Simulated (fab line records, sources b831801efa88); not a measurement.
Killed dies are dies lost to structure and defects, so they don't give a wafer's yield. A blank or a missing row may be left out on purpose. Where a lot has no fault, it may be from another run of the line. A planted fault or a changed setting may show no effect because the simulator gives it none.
Which tool is to blame? + flow gf180mcu + Sampling: 14 lots, 42 wafers, 2 of 602 route steps

## WHAT THE GAUGES SHOWED, per wafer
GF_V4_BOW_MEAS_05.
| lot  | measured     | on            | V4_BOW (um) |
|------|--------------|---------------|-------------|
| L173 | day 23 07:55 | film_metro-02 | 142 150 145 |
| L174 | day 23 20:49 | film_metro-04 | 130 128 137 |
| L175 | day 24 04:41 | film_metro-03 | 134 137 138 |
| L176 | day 24 13:18 | film_metro-03 | 128 127 133 |
| L181 | day 26 11:00 | film_metro-02 | 132 134 136 |
| L182 | day 26 17:47 | film_metro-04 | 130 137 138 |
| L183 | day 26 23:20 | film_metro-04 | 138 129 134 |
| L186 | day 27 22:16 | film_metro-03 | 141 132 141 |
| L191 | day 29 09:28 | film_metro-02 | 136 134 135 |
| L192 | day 29 16:25 | film_metro-04 | 133 138 125 |
| L193 | day 29 20:52 | film_metro-04 | 142 131 135 |
| L194 | day 30 02:33 | film_metro-03 | 141 136 133 |
| L195 | day 30 06:58 | film_metro-02 | 144 123 146 |
| L196 | day 30 12:47 | film_metro-02 | 124 125 128 |

GF_V4_CD_MEAS_14 targets a cd of 260 nm.
| lot  | measured     | on        | cd_nm (nm)        |
|------|--------------|-----------|-------------------|
| L173 | day 24 06:16 | cd_sem-01 | 260.5 261.5 260.2 |
| L174 | day 24 19:45 | cd_sem-01 | 261.9 262.6 261.9 |
| L175 | day 25 02:09 | cd_sem-02 | 260.7 259.6 260.4 |
| L176 | day 25 10:55 | cd_sem-01 | 258.8 260.9 259.7 |
| L181 | day 27 07:37 | cd_sem-02 | 258.6 259.6 257.7 |
| L182 | day 27 14:30 | cd_sem-01 | 261.9 260.8 262.0 |
| L183 | day 27 19:22 | cd_sem-01 | 261.0 260.9 260.6 |
| L186 | day 28 16:50 | cd_sem-02 | 260.3 260.6 260.4 |
| L191 | day 30 04:25 | cd_sem-01 | 260.0 258.8 261.4 |
| L192 | day 30 10:23 | cd_sem-02 | 259.0 260.7 259.6 |
| L193 | day 30 15:10 | cd_sem-02 | 260.4 260.9 259.9 |
| L194 | day 30 21:31 | cd_sem-02 | 261.3 262.1 261.3 |
| L195 | day 31 00:58 | cd_sem-01 | 261.0 259.5 260.8 |
| L196 | day 31 07:48 | cd_sem-01 | 258.4 259.9 259.7 |

## WHAT TOOL EACH LOT RAN ON (gives the tool, then ch and the chambers of the sampled wafers, and finally the start)
There is no process step in the record ahead of these readings.

## AS READ BY THE TOOLS THEMSELVES (means over the sampled wafers that have a number; for cases with no such wafer, the mark the record gives instead)
The record holds no such reading with a usual standard deviation.

## THE ANSWER, worked out from the rows above alone
Rule: the usual values come from the lots themselves. The widest of any qualifying gaps counts: lots, ordered by their means at a reading, are off when they make up no more than a third of the lots, leave a main group of 4 or more, and stand apart from it by 3 or more times the standard deviation of that group's means. A main group whose means are all the same, to the digits that the tables above print for the reading, isn't used. A lot without any number at a reading at which 4 lots or more have one is off too. All remaining lots with rows at the step are treated as sound. First the gauges in route order, then the tools' own readings, where a lot's mean is used as printed above. The first step at which some lot is off is used, and at that step the reading that is off furthest; a lot without a number counts as furthest.
Nothing can be told from this: no lot is off at any reading shown.

## WHAT THE SIMULATOR HAD INSERTED
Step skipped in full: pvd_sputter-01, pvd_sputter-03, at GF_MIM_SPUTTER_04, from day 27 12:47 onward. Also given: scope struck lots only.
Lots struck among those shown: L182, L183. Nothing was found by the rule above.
